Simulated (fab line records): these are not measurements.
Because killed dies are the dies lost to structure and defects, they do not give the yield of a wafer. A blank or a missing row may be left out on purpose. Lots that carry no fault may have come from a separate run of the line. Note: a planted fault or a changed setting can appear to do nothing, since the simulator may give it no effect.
Matching of chambers	flow sky130	4 sister chambers for SKY_VIA2_ETCH_14 on rie-diel-01
The step etches BARC in N2/H2, stops on SiO2, time 45.9 s, target depth 60 nm. 18 wafers are shown with their chamber, then 9 later ones without.

== WAFERS PAIRED WITH THEIR CHAMBERS ==
wafer	chamber	drypump-motor-current-A (A)	chamber-pressure-mTorr (mTorr)	oes-product-au (a.u.)
L074.2	2	5.9	29.99	0.855
L074.3	0	5.5	30.00	0.853
L074.6	3	5.3	30.01	0.857
L076.1	2	5.8	29.95	0.861
L076.2	3	5.3	29.98	0.858
L076.5	2	5.8	29.95	0.853
L077.3	0	5.5	30.00	0.850
L077.4	1	5.7	30.06	0.862
L077.5	1	5.7	30.03	0.856
L082.1	2	5.8	30.03	0.854
L082.2	0	5.5	30.07	0.858
L082.5	1	5.7	30.00	0.854
L085.3	0	5.5	29.99	0.855
L085.5	0	5.5	30.00	0.854
L085.6	3	5.3	30.01	0.866
L086.1	0	5.5	30.01	0.854
L086.2	1	5.7	30.01	0.851
L086.3	2	5.9	29.97	0.854

SIGNATURES (means of the wafers above)
reading	chamber 0	chamber 1	chamber 2	chamber 3	scatter within a chamber
drypump-motor-current-A	5.500	5.700	5.840	5.300	0.0293
chamber-pressure-mTorr	30.0117	30.0250	29.9780	30.0000	0.0286
oes-product-au	0.85400	0.85575	0.85540	0.86033	0.00367
Rule: a wafer lies at a distance from a chamber equal to the root of the sum of squares, over the readings, of (its reading less the chamber's mean, divided by the reading's scatter). If the next closest chamber is less than 2 further off than the closest, the wafer can't be placed; otherwise it belongs to the closest. How the scatter is found: for the shown wafers, subtract from each reading the mean of its chamber, square and add these, divide the total by (wafers less chambers), then take the root.

== WAFERS WITHOUT THEIR CHAMBER ==
wafer	drypump-motor-current-A (A)	chamber-pressure-mTorr (mTorr)	oes-product-au (a.u.)
L088.1	5.7	30.02	0.852
L088.2	5.3	29.99	0.850
L088.4	5.9	29.99	0.859
L091.1	5.7	30.01	0.853
L091.3	5.8	29.99	0.855
L091.5	5.5	30.00	0.850
L096.1	5.7	30.02	0.847
L096.3	5.8	29.99	0.857
L096.5	5.7	30.00	0.849

== THE CHAMBER EACH PASSED THROUGH ==
wafer	from the rows above	in truth
L088.1	1	1
L088.2	3	3
L088.4	2	2
L091.1	1	1
L091.3	2	2
L091.5	0	0
L096.1	1	1
L096.3	2	2
L096.5	1	1
9 of 9 placed correctly. From these rows, 0 cannot be placed. Number placed wrongly: 0.
